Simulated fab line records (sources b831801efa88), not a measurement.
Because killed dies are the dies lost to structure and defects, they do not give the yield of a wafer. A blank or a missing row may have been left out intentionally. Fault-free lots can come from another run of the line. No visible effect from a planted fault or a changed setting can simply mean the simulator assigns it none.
A struck lot beside a sound one | flow gf180mcu | 15 steps out of a route of 602
Sound: the wafers L204.1, L204.3, L204.6. Wafers struck: L216.3, L216.5, L216.6. The cause is given at the end.
Per side, at each step with rows, come the tool, then ch with its chambers, and then its first start. Under that, the readings that differ: sound wafers | struck wafers | difference of the means | sigmas: that difference in standard deviations of wafers without a fault.
alike: words and numbers the same on both sides, and readings whose means are apart by under 2 such deviations; not compared: readings that were withheld, readings missing a value for some wafer, numbers with overlapping values and no deviation given by the record, and bounds like >300 which may hide the same value.
Wherever a step has rows on one side only, a row that says differs or no value, or a row with sigmas, the two part there. When numbers do not overlap yet have no deviation, they are printed without sigmas and do not part them. Lack of a reading on every wafer of one side parts them only where that side has two or more wafers.

GF_MIM_SPUTTER_07: material TiN, target thk 60 nm, time 50 s.
  sound on pvdSputter-01, day 24 10:59; struck on pvdSputter-01, day 28 09:00
  alike: throttleValvePct
GF_MIM_SPUTTER_08: material AlCu, target thk 200 nm, time 10.6 s.
  sound on pvdSputter-01, day 24 11:02; struck on pvdSputter-01, day 28 09:03
  alike: throttleValvePct
GF_MIM_SPUTTER_09: material TiN, target thk 35 nm, time 29.2 s.
  sound on pvdSputter-01, day 24 11:04; struck on pvdSputter-01, day 28 09:04
  alike: throttleValvePct
GF_MIM_RS_MEAS_10: a four-point-probe measurement.
  sound on filmMetro-01, day 24 11:05; struck on filmMetro-03, day 28 09:08
  alike: MIM_ALCU_RS
GF_MIM_THK_MEAS_11: measures by xrf.
  sound on filmMetro-01, day 24 11:13; struck on filmMetro-03, day 28 09:14
  alike: MIM_ALCU_THK
then, 7 steps without rows for these wafers: GF_MIM_DEHYDRATE_12 (time 60 s); GF_MIM_HMDS_13 (prime time 60 s); GF_MIM_COAT_14 (resist thk 1000 nm); GF_MIM_SOFTBAKE_15 (time 60 s); GF_MIM_EXPOSE_16 (exposes mask FuseTop, target cd 2000 nm); GF_MIM_PEB_17; GF_MIM_DEVELOP_18 (develop time 60 s).
GF_MIM_METAL_ETCH_19: etches the open film in Cl2/BCl3, stops on Si3N4, target depth 324.5 nm, time 54.1 s.
  sound on rieMetal-02 ch 0,1, day 25 08:52; struck on rieMetal-01 ch 1, day 29 04:46
  no value came back on the struck wafers for any of 6 readings (bcl3FlowSccm (sccm), biasW (W) and others); on the sound wafers bcl3FlowSccm (sccm) reads 40.08 39.97 40.24
reading                                 | sound             | struck         | difference | sigmas
model.NOVOLAK_of_MIM_COAT_14.thkNm (nm) | 871.5 871.7 871.3 | 1004 1006 1004 | +133       | 
  not compared: rfHoursCounterH
GF_MIM_STRIP_20: strips in O2/N2.
  sound on plasmaAsher-01 ch 0,1, day 25 08:56; struck on plasmaAsher-02 ch 0,1, day 29 04:53
reading                  | sound             | struck            | difference | sigmas
oesProductAu (a.u.)      | 0.692 0.691 0.692 | 0.709 0.711 0.709 | +0.018     | +3
stripTimeToEndpointS (s) | 11.24 11.24 11.23 | 12.66 12.71 12.67 | +1.44      | +41
  alike: drypumpMotorCurrentA, heaterPowerW
  not compared: rfHoursCounterH
then, 1 step without rows for these wafers: GF_MIM_STRIP_21 (strips in post etch residue remover, time 1200 s).

== WHERE THEY PART ==
First at GF_MIM_METAL_ETCH_19; last, within this record, at GF_MIM_STRIP_20.

WHY: what the simulator had put in
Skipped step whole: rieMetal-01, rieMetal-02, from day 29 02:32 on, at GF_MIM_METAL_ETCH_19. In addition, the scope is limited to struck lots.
